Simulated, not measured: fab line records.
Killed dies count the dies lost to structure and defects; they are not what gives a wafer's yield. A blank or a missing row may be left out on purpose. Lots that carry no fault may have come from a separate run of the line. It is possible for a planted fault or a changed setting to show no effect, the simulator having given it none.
The tool behind it: which one? / flow sky130 / 36 wafers from 12 lots sampled at 3 of the route's 708 steps

WHAT THE GAUGES SHOWED, per wafer
SKY_METAL2_CD_MEAS_15 targets a cd of 140 nm. Usual: 139.7 nm for cd-nm, sd 1.7.
lot=L502; measured=day 35 13:43; on=cd-sem-01; cd-nm (nm)=138.4 139.9 140.2; flag=
lot=L503; measured=day 35 14:46; on=cd-sem-01; cd-nm (nm)=138.5 137.3 140.0; flag=
lot=L504; measured=day 35 18:05; on=cd-sem-01; cd-nm (nm)=139.1 140.6 138.5; flag=
lot=L512; measured=day 38 16:47; on=cd-sem-02; cd-nm (nm)=141.6 139.5 140.5; flag=
lot=L513; measured=day 39 05:38; on=cd-sem-01; cd-nm (nm)=139.3 137.4 138.0; flag=
lot=L514; measured=day 39 09:41; on=cd-sem-02; cd-nm (nm)=140.5 141.6 138.3; flag=
lot=L518; measured=day 40 07:14; on=cd-sem-01; cd-nm (nm)=143.5 142.6 143.3; flag=
lot=L520; measured=day 40 18:35; on=cd-sem-01; cd-nm (nm)=137.4 138.7 137.8; flag=
lot=L522; measured=day 41 00:20; on=cd-sem-01; cd-nm (nm)=137.8 138.4 138.1; flag=
lot=L523; measured=day 41 12:40; on=cd-sem-01; cd-nm (nm)=137.5 138.2 138.1; flag=
lot=L524; measured=day 41 16:40; on=cd-sem-01; cd-nm (nm)=140.3 141.3 141.0; flag=
lot=L525; measured=day 42 00:20; on=cd-sem-01; cd-nm (nm)=139.2 140.7 139.6; flag=

SKY_VIA2_OVL_MEAS_13. Usual: VIA2_OVL -1 nm, standard deviation 5.5.
lot=L502; measured=day 36 17:06; on=overlay-01; VIA2_OVL (nm)=-1 -4 -6; flag=
lot=L503; measured=day 36 19:02; on=overlay-01; VIA2_OVL (nm)=-6 4 -1; flag=
lot=L504; measured=day 36 22:22; on=overlay-01; VIA2_OVL (nm)=-5 -8 -6; flag=
lot=L512; measured=day 39 19:42; on=overlay-01; VIA2_OVL (nm)=-3 -14 -8; flag=
lot=L513; measured=day 40 08:14; on=overlay-01; VIA2_OVL (nm)=-1 6 -8; flag=
lot=L514; measured=day 40 11:47; on=overlay-02; VIA2_OVL (nm)=-2 -1 -6; flag=
lot=L518; measured=day 41 08:39; on=overlay-01; VIA2_OVL (nm)=8 16 1; flag=
lot=L520; measured=day 41 19:29; on=overlay-01; VIA2_OVL (nm)=-1 -2 2; flag=
lot=L522; measured=day 42 01:16; on=overlay-01; VIA2_OVL (nm)=4 2 -2; flag=
lot=L523; measured=day 42 13:03; on=overlay-01; VIA2_OVL (nm)=-1 -3 3; flag=
lot=L524; measured=day 42 17:17; on=overlay-01; VIA2_OVL (nm)=-7 -3 0; flag=
lot=L525; measured=day 43 00:08; on=overlay-01; VIA2_OVL (nm)=5 -5 4; flag=

SKY_CAPM_THK_MEAS_01. Usual: CAPM_CVD_00_THK 15.41 nm, standard deviation 0.23.
lot=L502; measured=day 36 18:41; on=film-metro-04; CAPM_CVD_00_THK (nm)=15.12 14.89 15.10; flag=
lot=L503; measured=day 36 20:38; on=film-metro-03; CAPM_CVD_00_THK (nm)=15.04 15.32 15.67; flag=
lot=L504; measured=day 36 23:59; on=film-metro-03; CAPM_CVD_00_THK (nm)=15.47 15.42 15.71; flag=
lot=L512; measured=day 39 21:17; on=film-metro-04; CAPM_CVD_00_THK (nm)=15.22 15.44 15.64; flag=
lot=L513; measured=day 40 09:52; on=film-metro-04; CAPM_CVD_00_THK (nm)=15.14 15.12 15.67; flag=
lot=L514; measured=day 40 13:23; on=film-metro-04; CAPM_CVD_00_THK (nm)=15.20 15.70 15.98; flag=
lot=L518; measured=day 41 10:16; on=film-metro-03; CAPM_CVD_00_THK (nm)=15.72 15.53 15.91; flag=
lot=L520; measured=day 41 21:05; on=film-metro-03; CAPM_CVD_00_THK (nm)=15.66 15.42 15.57; flag=
lot=L522; measured=day 42 02:50; on=film-metro-03; CAPM_CVD_00_THK (nm)=15.21 15.41 15.78; flag=
lot=L523; measured=day 42 14:51; on=film-metro-03; CAPM_CVD_00_THK (nm)=15.57 15.75 15.82; flag=
lot=L524; measured=day 42 18:52; on=film-metro-01; CAPM_CVD_00_THK (nm)=15.22 15.24 15.25; flag=
lot=L525; measured=day 43 01:53; on=film-metro-03; CAPM_CVD_00_THK (nm)=15.35 15.56 15.44; flag=

WHAT TOOL EACH LOT RAN ON (gives the tool, then ch and the chambers of the sampled wafers, and finally the start)
The record shows no process step preceding these readings.

AS READ BY THE TOOLS THEMSELVES (means over the sampled wafers that have a number; for cases with no such wafer, the mark the record gives instead)
The record holds no such reading with a usual standard deviation.

THE ANSWER, worked out from the rows above alone
Rule: a lot is off if the mean of its wafers that have a number lies more than 3 standard deviations from the usual mean. Also off: a lot with no number at a reading for which 4 or more lots have one. Where the step has rows for the other lots, those lots are counted as sound. The gauges are gone through in route order, then the tools' own readings, and for those a lot's mean is taken as printed above. The first step at which some lot is off is used, and at that step the reading that is off furthest; a lot without a number counts as furthest.
No lot is off on any of the readings shown, so nothing can be concluded from this.

WHAT HAD BEEN PUT IN BY THE SIMULATOR
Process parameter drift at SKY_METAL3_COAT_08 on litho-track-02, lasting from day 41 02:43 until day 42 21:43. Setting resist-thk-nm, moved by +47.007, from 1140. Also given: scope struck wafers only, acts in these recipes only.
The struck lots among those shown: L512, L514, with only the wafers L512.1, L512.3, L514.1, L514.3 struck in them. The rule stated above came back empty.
